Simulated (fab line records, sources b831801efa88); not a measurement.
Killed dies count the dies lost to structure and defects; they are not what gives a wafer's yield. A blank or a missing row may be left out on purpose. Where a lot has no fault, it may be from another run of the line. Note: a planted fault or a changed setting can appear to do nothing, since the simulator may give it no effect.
The tool behind it: which one?    flow gf180mcu    42 wafers from 14 lots sampled at 4 of the route's 602 steps

WHAT EACH GAUGE READ, for each wafer
GF_CONTACT_THK_MEAS_01.
lot   measured      on            CONTACT_CVD_00_THK (nm)
L719  day 15 00:55  filmMetro-03  296 299 293
L722  day 16 05:10  filmMetro-04  299 295 299
L723  day 16 12:42  filmMetro-03  298 297 294
L724  day 16 19:25  filmMetro-04  302 303 298
L725  day 17 06:58  filmMetro-04  295 297 305
L726  day 17 16:46  filmMetro-04  298 301 301
L727  day 18 04:17  filmMetro-01  304 303 304
L729  day 18 23:23  filmMetro-01  304 302 304
L730  day 19 05:32  filmMetro-01  299 296 299
L731  day 19 16:32  filmMetro-03  304 304 301
L732  day 20 02:37  filmMetro-01  305 302 300
L733  day 20 09:21  filmMetro-01  307 308 310
L737  day 21 17:50  filmMetro-01  303 304 301
L739  day 22 04:32  filmMetro-04  299 300 303

GF_CONTACT_THK_MEAS_26: measures by xrf.
lot   measured      on            CONTACT_W_THK (nm)
L719  day 16 00:02  filmMetro-01  312 305 307
L722  day 17 05:36  filmMetro-04  308 308 307
L723  day 17 13:04  filmMetro-03  310 311 307
L724  day 17 20:20  filmMetro-03  304 299 299
L725  day 18 07:59  filmMetro-01  311 309 309
L726  day 18 16:56  filmMetro-01  306 302 303
L727  day 19 04:50  filmMetro-03  308 306 304
L729  day 20 00:59  filmMetro-03  309 309 308
L730  day 20 06:36  filmMetro-03  310 306 309
L731  day 20 17:10  filmMetro-01  310 301 308
L732  day 21 03:29  filmMetro-04  309 315 309
L733  day 21 10:46  filmMetro-01  304 307 308
L737  day 22 18:52  filmMetro-04  306 305 307
L739  day 23 05:07  filmMetro-01  307 306 308

GF_V1_THK_MEAS_03.
lot   measured      on            V1_CVD_02_THK (nm)
L719  day 16 23:38  filmMetro-04  854 846 859
L722  day 18 06:39  filmMetro-01  852 863 862
L723  day 18 14:14  filmMetro-01  860 868 859
L724  day 18 21:21  filmMetro-01  839 846 862
L725  day 19 08:41  filmMetro-04  850 850 860
L726  day 19 18:29  filmMetro-04  855 841 861
L727  day 20 06:21  filmMetro-02  855 872 853
L729  day 21 02:13  filmMetro-04  855 841 854
L730  day 21 08:22  filmMetro-01  824 829 844
L731  day 21 19:05  filmMetro-01  833 852 864
L732  day 22 05:54  filmMetro-04  841 860 841
L733  day 22 12:19  filmMetro-01  857 866 864
L737  day 23 19:10  filmMetro-01  872 861 875
L739  day 24 05:53  filmMetro-04  861 877 869

WHICH TOOL RAN EACH LOT (tool, then ch and the chambers of the sampled wafers, then the start)
lot   GF_STI_WET_ETCH_26
L719  wetBench-01 ch 2, day 2 03:51
L722  wetBench-04 ch 3, day 2 19:57
L723  wetBench-03 ch 0, day 3 00:58
L724  wetBench-03 ch 2, day 3 06:07
L725  wetBench-01 ch 2, day 3 11:00
L726  wetBench-04 ch 2, day 3 15:55
L727  wetBench-03 ch 0, day 3 20:34
L729  wetBench-04 ch 2, day 4 08:43
L730  wetBench-04 ch 2, day 4 12:57
L731  wetBench-01 ch 0, day 4 17:49
L732  wetBench-04 ch 3, day 4 23:13
L733  wetBench-04 ch 0, day 5 06:09
L737  wetBench-03 ch 2, day 6 01:32
L739  wetBench-03 ch 1, day 6 10:40
- GF_STI_WET_ETCH_26: etches SiO2 in dHF, target depth 94 nm, time 188 s.

AS READ BY THE TOOLS THEMSELVES (means over the sampled wafers that have a number; for cases with no such wafer, the mark the record gives instead)
GF_STI_WET_ETCH_26.
lot   tool         runLengthS (s)
L719  wetBench-01  214
L722  wetBench-04  213
L723  wetBench-03  215
L724  wetBench-03  215
L725  wetBench-01  213
L726  wetBench-04  222
L727  wetBench-03  223
L729  wetBench-04  214
L730  wetBench-04  215
L731  wetBench-01  214
L732  wetBench-04  214
L733  wetBench-04  223
L737  wetBench-03  108
L739  wetBench-03  111

THE ANSWER, worked out from the rows above alone
Rule: what is usual is taken from the lots themselves. Put in order of their means at a reading, lots are off if they are a third of the lots or fewer, leave a main group of 4 or more, and stand apart from it by a gap of 3 or more times the standard deviation of the main group's means; of several such gaps the widest counts. If all means in a main group match to the digits the tables above print for the reading, that group is not used. Also off: a lot with no number at a reading for which 4 or more lots have one. All remaining lots with rows at the step are treated as sound. The gauges are gone through in route order, then the tools' own readings, and for those a lot's mean is taken as printed above. At the first step where some lot is off, the reading lying furthest off is the one used; lots without a number count as furthest.
Off: L737, L739 (GF_STI_WET_ETCH_26, runLengthS). Main group: mean 216 s, sd 3.8.
If a tool, at that step or one of the process steps before it, ran each lot that is off and ran no sound lot following the first of them, it fits. One fits: wetBench-03 at GF_STI_WET_ETCH_26. A fault onset in the window from L727 (day 3 20:34, its last sound lot) to L737 (day 6 01:32, its first lot off) fits.
On the lots that are off, the tool's own readings at GF_STI_WET_ETCH_26 differ by more than 5 times the standard deviation of the sound lots' means, which bears it out; runLengthS reads 110 s there versus 216 s on the sound lots.

WHAT THE SIMULATOR PUT IN
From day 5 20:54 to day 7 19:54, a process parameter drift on wetBench-03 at GF_STI_WET_ETCH_26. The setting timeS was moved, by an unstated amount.
Shown lots that were struck: L737, L739. The rule given above showed the same thing.
